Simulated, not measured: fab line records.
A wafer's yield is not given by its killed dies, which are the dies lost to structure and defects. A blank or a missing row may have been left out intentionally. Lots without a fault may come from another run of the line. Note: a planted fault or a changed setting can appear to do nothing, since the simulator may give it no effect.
The same fault as seen by 2 desks + flow gf180mcu + each desk holds nothing but its own numbers, with what lay behind them at the end

== AT THE TOOL OWNER'S DESK: cvdW-02 ==
The tool's own readings at GF_V2_CVD_23 (deposits W, target thk 350 nm, time 104.94 s): means of the sampled wafers that have a number, for each lot that ran on this tool. The brackets show how far a lot's mean lies from the usual mean; more than 4 standard deviations puts the lot out of limits, marked OUT.
Columns: A = heaterPowerW at GF_V2_CVD_23, usual 801 W
| lot  | first seen here | A   |
|------|-----------------|-----|
| L119 | day 20 23:26    | 747 |
| L120 | day 21 04:32    | 741 |
| L123 | day 23 02:42    | 736 |
| L124 | day 23 06:59    | 740 |
| L134 | day 26 05:48    | 734 |
| L135 | day 26 11:44    | 729 |
| L137 | day 27 06:13    | 730 |
| L140 | day 27 21:42    | 742 |
Result from this desk: across the 8 lots, nothing is out of limits.

== AT THE METROLOGY DESK ==
Means of the sampled wafers that have a number, per lot and without regard to the tool the lot ran on: this is what the gauges read. The brackets show how far a lot's mean lies from the usual mean; more than 4 standard deviations puts the lot out of limits, marked OUT.
Columns: A = V2_BOW at GF_V2_BOW_MEAS_05, usual 100 um; B = V2_W_RS at GF_V2_RS_MEAS_24, usual 0.324 ohm/sq; C = V2_W_THK at GF_V2_THK_MEAS_25, usual 361 nm
| lot  | first seen here | A   | B                | C   |
|------|-----------------|-----|------------------|-----|
| L119 | day 19 21:53    | 96  | 0.319            | 366 |
| L120 | day 20 03:11    | 98  | 0.324            | 358 |
| L121 | day 20 22:07    | 105 | 0.328            | 356 |
| L123 | day 22 02:13    | 103 | 0.342 (+5.5) OUT | 346 |
| L124 | day 22 06:14    | 105 | 0.344 (+6.2) OUT | 343 |
| L134 | day 25 07:05    | 97  | 0.326            | 361 |
| L135 | day 25 12:55    | 96  | 0.325            | 366 |
| L137 | day 26 08:35    | 104 | 0.325            | 363 |
| L138 | day 26 10:23    | 107 | 0.326            | 363 |
| L140 | day 27 00:52    | 92  | 0.325            | 358 |
| L141 | day 27 06:49    | 99  | 0.325            | 365 |
Finding of this desk: L123, L124 out of limits, first seen on L123 at day 23 02:50 (V2_W_RS at GF_V2_RS_MEAS_24). L119, L120, L121, L134, L135, L137, L138, L140, L141: within limits.

== ALL TOGETHER ==
L123, L124 would have let the metrology desk raise an alarm at day 23 02:50.
The desk of the tool owner found nothing out of limits.
The tool owner's desk has L123, L124 on record, within its limits.
All the named lots went through GF_V2_CVD_23 on cvdW-02.

== WHAT WAS PUT IN BY THE SIMULATOR ==
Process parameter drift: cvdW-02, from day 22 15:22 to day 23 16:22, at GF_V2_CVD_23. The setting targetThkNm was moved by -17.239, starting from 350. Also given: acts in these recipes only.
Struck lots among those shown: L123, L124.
Per desk, hours elapsed from the start of the fault to the first reading out of limits: for the metrology desk, 11.
